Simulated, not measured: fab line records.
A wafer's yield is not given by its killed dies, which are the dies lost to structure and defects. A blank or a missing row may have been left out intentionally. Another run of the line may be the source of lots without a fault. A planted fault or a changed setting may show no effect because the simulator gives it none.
One fault seen from 2 desks || flow sky130 || each desk holds nothing but its own numbers, with what lay behind them at the end

== METROLOGY DESK ==
What the gauges read, lot by lot, whatever tool the lot ran on: means of the sampled wafers that have a number. A lot is out of limits, marked OUT, if its mean lies more than 4 standard deviations from the usual mean; the brackets give that distance.
Columns: A = VIA1_HDPCVD_THK at SKY_VIA1_THK_MEAS_01, usual 1077 nm; B = METAL2_ALCU_RS at SKY_METAL2_RS_MEAS_05, usual 0.1266 ohm/sq; C = METAL2_ALCU_THK at SKY_METAL2_THK_MEAS_06, usual 248 nm
{"lot": "L724", "first seen here": "day 33 05:27", "A": 1066, "B": 0.1284, "C": 244}
{"lot": "L730", "first seen here": "day 35 19:25", "A": 1073, "B": 0.1267, "C": 249}
{"lot": "L732", "first seen here": "day 35 22:09", "A": 1086, "B": 0.1265, "C": 250}
{"lot": "L731", "first seen here": "day 36 02:21", "A": 1077, "B": 0.1281, "C": 243}
{"lot": "L734", "first seen here": "day 36 14:17", "A": 1076, "B": "0.1202 (-4.9) OUT", "C": 259}
{"lot": "L733", "first seen here": "day 36 21:14", "A": 1082, "B": 0.1242, "C": 254}
{"lot": "L735", "first seen here": "day 36 23:30", "A": 1082, "B": "0.1209 (-4.4) OUT", "C": 258}
{"lot": "L743", "first seen here": "day 40 02:49", "A": 1066, "B": 0.1253, "C": 250}
{"lot": "L744", "first seen here": "day 40 03:08", "A": 1083, "B": 0.1286, "C": 243}
{"lot": "L745", "first seen here": "day 40 22:26", "A": 1070, "B": 0.1272, "C": 248}
This desk's finding: out of limits on L734, L735; first on L734, day 37 18:14 (METAL2_ALCU_RS at SKY_METAL2_RS_MEAS_05). In limits: L724, L730, L732, L731, L733, L743, L744, L745.

== TOOL OWNER'S DESK, pvdSputter-04 ==
The tool's own readings at SKY_METAL2_SPUTTER_02 (material AlCu, target thk 250 nm, time 13.3 s): means of the sampled wafers that have a number, for each lot that ran on this tool. A lot is out of limits, marked OUT, if its mean lies more than 4 standard deviations from the usual mean; the brackets give that distance.
Columns: A = chamberPressurePa at SKY_METAL2_SPUTTER_02, usual 0.4000 Pa; B = throttleValvePct at SKY_METAL2_SPUTTER_02, usual 29.6 %
{"lot": "L730", "first seen here": "day 36 22:50", "A": 0.4004, "B": 30.3}
{"lot": "L732", "first seen here": "day 37 00:59", "A": 0.3999, "B": 29.2}
{"lot": "L734", "first seen here": "day 37 18:08", "A": "0.3263 (-98) OUT", "B": "33.6 (+4.5) OUT"}
{"lot": "L735", "first seen here": "day 38 02:49", "A": "0.3265 (-98) OUT", "B": "33.5 (+4.4) OUT"}
{"lot": "L743", "first seen here": "day 41 05:04", "A": 0.3991, "B": 29.2}
{"lot": "L745", "first seen here": "day 42 00:44", "A": 0.4006, "B": 30.2}
Finding of this desk: L734, L735 out of limits; the first was L734 at day 37 18:08, on chamberPressurePa at SKY_METAL2_SPUTTER_02. In limits: L730, L732, L743, L745.

== PUT TOGETHER ==
At day 37 18:08, on L734, L735, the tool owner's desk was in a position to raise an alarm.
At day 37 18:14 the metrology desk could have sounded an alarm, on L734, L735.
The lots listed all ran SKY_METAL2_SPUTTER_02 on pvdSputter-04.

== WHAT THE SIMULATOR HAD PUT IN ==
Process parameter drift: pvdSputter-04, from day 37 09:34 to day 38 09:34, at SKY_METAL2_SPUTTER_02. The setting chamberPressurePa was moved by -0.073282, starting from 0.4. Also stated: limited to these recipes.
Struck lots among those shown: L734, L735.
Delay (hours) between the fault's onset and each desk's first out-of-limits reading: 9 at the tool owner's desk, 9 at the metrology desk.
